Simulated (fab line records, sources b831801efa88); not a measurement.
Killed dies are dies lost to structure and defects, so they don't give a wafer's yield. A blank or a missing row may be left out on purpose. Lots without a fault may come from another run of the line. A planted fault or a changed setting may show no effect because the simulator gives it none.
Problem report in the 8D (eight disciplines) form, filled by code | flow sfq_line | the parts of the form that need people (team, actions taken, sign-off) are left out

1. THE PROBLEM
platen_rpm at SFQ_TRILAYER_I1_CMP_CMP_046 reads a mean of 65.98 rpm on 3 wafers of 2 lots; wafers without a fault read 60.01 rpm with a standard deviation of 0.036. That is +99 or more standard deviations from the usual mean.
The step: polishes SiO2.
First seen on wafer L826.6, day 29 12:39, on cmp-01. The record holds 42 wafers of 14 lots with a number at this step. Rule for "out", or "out of limits": more than 4 standard deviations from the usual mean. The other wafers with a number count as sound.

2. WHAT IT IS AND WHAT IT IS NOT
question                    | is                     | is not
which readings at this step | platen_rpm             | motor_current_A
which lots                  | L826, L828             | L812, L813, L814, L815, L817, L819, L820, L821, L823, L825, L829, L832
which wafers of those lots  | L826.6, L828.1, L828.5 | L826.1, L826.2, L828.2
read on which tools         | cmp-01                 | cmp-02
when                        | from day 29 12:39      | up to then (32 sound wafers); but 7 sound wafers of L828, L829, L832 came after

3. SUSPECTS, AND WHAT RULES EACH OUT
Counting: a tool at a process step up to the reading stays a suspect if it ran every lot that is out. Sound lots after the first of them don't rule it out here, since some wafers of a struck lot are sound.
- cmp-01 at SFQ_TRILAYER_I1_CMP_CMP_046 (polishes SiO2): kept. It ran every lot that is out, first L826 (day 29 10:09); its last sound lot up to then is L819 (day 27 14:49). Its own readings are out on those wafers: platen_rpm.
- Within cmp-01 at SFQ_TRILAYER_I1_CMP_CMP_046: the wafers that are out ran in chamber 2; their sound lot-mates ran in chambers 0, 1, 3.
Left after counting: cmp-01 at SFQ_TRILAYER_I1_CMP_CMP_046.

4. THE CAUSE (what the simulator had put in)
Process parameter drift: cmp-01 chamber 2, from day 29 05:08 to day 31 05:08, at SFQ_TRILAYER_I1_CMP_CMP_046. Setting platen_rpm, moved by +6, from 60. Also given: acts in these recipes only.
Counting left only this tool.

5. THE CHAIN OF EFFECTS, in route order
Each row: a reading whose mean over the struck wafers that have a number lies more than 3 standard deviations from the usual. Only readings for which the record gives a usual standard deviation are gone through. hours: the time from each lot's start at the first step in this table that gives one to its start at this step, as a median over the lots. sigmas: the change in usual standard deviations.
hours | step                        | reading    | usual     | on struck wafers | change | sigmas
0     | SFQ_TRILAYER_I1_CMP_CMP_046 | platen_rpm | 60.01 rpm | 65.98            | +5.97  | +99 or more
The process steps in it:
- SFQ_TRILAYER_I1_CMP_CMP_046: polishes SiO2.

6. WHAT WOULD HAVE CAUGHT IT SOONER
In this record the first reading out of limits was taken at day 29 12:39, 8 hours after the fault began at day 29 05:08.
